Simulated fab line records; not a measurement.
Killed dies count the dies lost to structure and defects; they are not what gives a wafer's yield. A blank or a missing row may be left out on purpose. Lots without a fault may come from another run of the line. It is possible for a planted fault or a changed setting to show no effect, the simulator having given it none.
Check for tools in common	flow sky130	Sample size 14 lots and 42 wafers

WHAT PROMPTED THE OPENING
Flagged at SKY_SONOS_ONO_CD_MEAS_13: reading cd_nm, on 2 of 14 lots. Fault-free wafers read 410.7 nm, with a standard deviation of 2.3.
Rule: a lot is flagged when every wafer of it that has a number lies more than 4 standard deviations from that mean, or none has a number. The rest of the lots are taken to be sound.

lot	measured	on	cd_nm (nm), wafer by wafer	flag
L359	day 12 12:29	cd_sem-02	411.2 412.2 411.1	
L361	day 13 11:23	cd_sem-02	408.3 409.2 410.8	
L362	day 13 14:36	cd_sem-01	413.1 415.5 413.3	
L363	day 13 20:17	cd_sem-01	409.1 410.8 411.1	
L364	day 14 05:33	cd_sem-01	414.4 414.6 414.6	
L369	day 15 21:47	cd_sem-02	411.3 409.6 408.1	
L370	day 16 04:25	cd_sem-01	408.8 406.9 407.3	
L371	day 16 11:12	cd_sem-01	409.3 409.2 412.0	
L376	day 18 19:31	cd_sem-02	414.6 413.3 413.2	
L378	day 19 15:20	cd_sem-02	409.7 408.9 407.6	
L379	day 19 16:32	cd_sem-01	409.8 409.0 409.1	
L380	day 19 20:42	cd_sem-01	397.5 372.1 384.6	FLAGGED
L381	day 20 03:33	cd_sem-02	384.5 366.5 362.3	FLAGGED
L382	day 20 16:08	cd_sem-01	412.2 413.8 413.1	
The mean of the flagged lots' numbers is 377.9 nm, -32.8 nm from the usual (-14 standard deviations).

EACH LOT AND THE TOOL IT RAN ON
The record holds 1 process step before the reading, out of a route of 708 steps. Every cell lists first the tool, next ch and the chambers used by the sampled wafers, and last the start.
lot	flag	SKY_SONOS_ONO_EXPOSE_10
L359		iline_stepper-01 ch 0, day 12 00:03
L361		iline_stepper-02 ch 0, day 12 22:09
L362		iline_stepper-01 ch 0, day 13 01:43
L363		iline_stepper-01 ch 0, day 13 08:02
L364		iline_stepper-02 ch 0, day 13 17:16
L369		iline_stepper-02 ch 0, day 15 07:48
L370		iline_stepper-02 ch 0, day 15 14:34
L371		iline_stepper-01 ch 0, day 15 21:55
L376		iline_stepper-01 ch 0, day 18 04:34
L378		iline_stepper-02 ch 0, day 18 23:38
L379		iline_stepper-02 ch 0, day 19 00:44
L380	FLAGGED	iline_stepper-01 ch 0, day 19 04:24
L381	FLAGGED	iline_stepper-01 ch 0, day 19 12:31
L382		iline_stepper-02 ch 0, day 20 01:07
What these steps do:
- SKY_SONOS_ONO_EXPOSE_10: exposes mask ONOM, target cd 410 nm.
- SKY_SONOS_ONO_CD_MEAS_13: target cd 410 nm.

FLAGGED OVER TOTAL, TOOL BY TOOL (the gauges that took the reading come last)
step	tool	lots run	flagged	share of the flagged lots	sound lots run after its first flagged lot
SKY_SONOS_ONO_EXPOSE_10	iline_stepper-01	7	2	all	0
SKY_SONOS_ONO_EXPOSE_10	iline_stepper-02	7	0	none	-
SKY_SONOS_ONO_CD_MEAS_13	cd_sem-01	8	1	some	1 (L382)
SKY_SONOS_ONO_CD_MEAS_13	cd_sem-02	6	1	some	0

WHAT THE TABLE PERMITS
1 row of the table ran every flagged lot: iline_stepper-01 at SKY_SONOS_ONO_EXPOSE_10.
- iline_stepper-01 at SKY_SONOS_ONO_EXPOSE_10: 2 of its 7 lots flagged. Its last sound lot is L376 (day 18 04:34), its first flagged lot L380 (day 19 04:24): a fault that began between those two fits.
Just one tool remains: iline_stepper-01 at SKY_SONOS_ONO_EXPOSE_10.

WHAT THE SIMULATOR HAD INSERTED
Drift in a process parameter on iline_stepper-01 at SKY_SONOS_ONO_EXPOSE_10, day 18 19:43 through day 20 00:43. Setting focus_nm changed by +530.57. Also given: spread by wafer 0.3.
Shown lots that were struck: L380, L381. Same finding as the rule above.
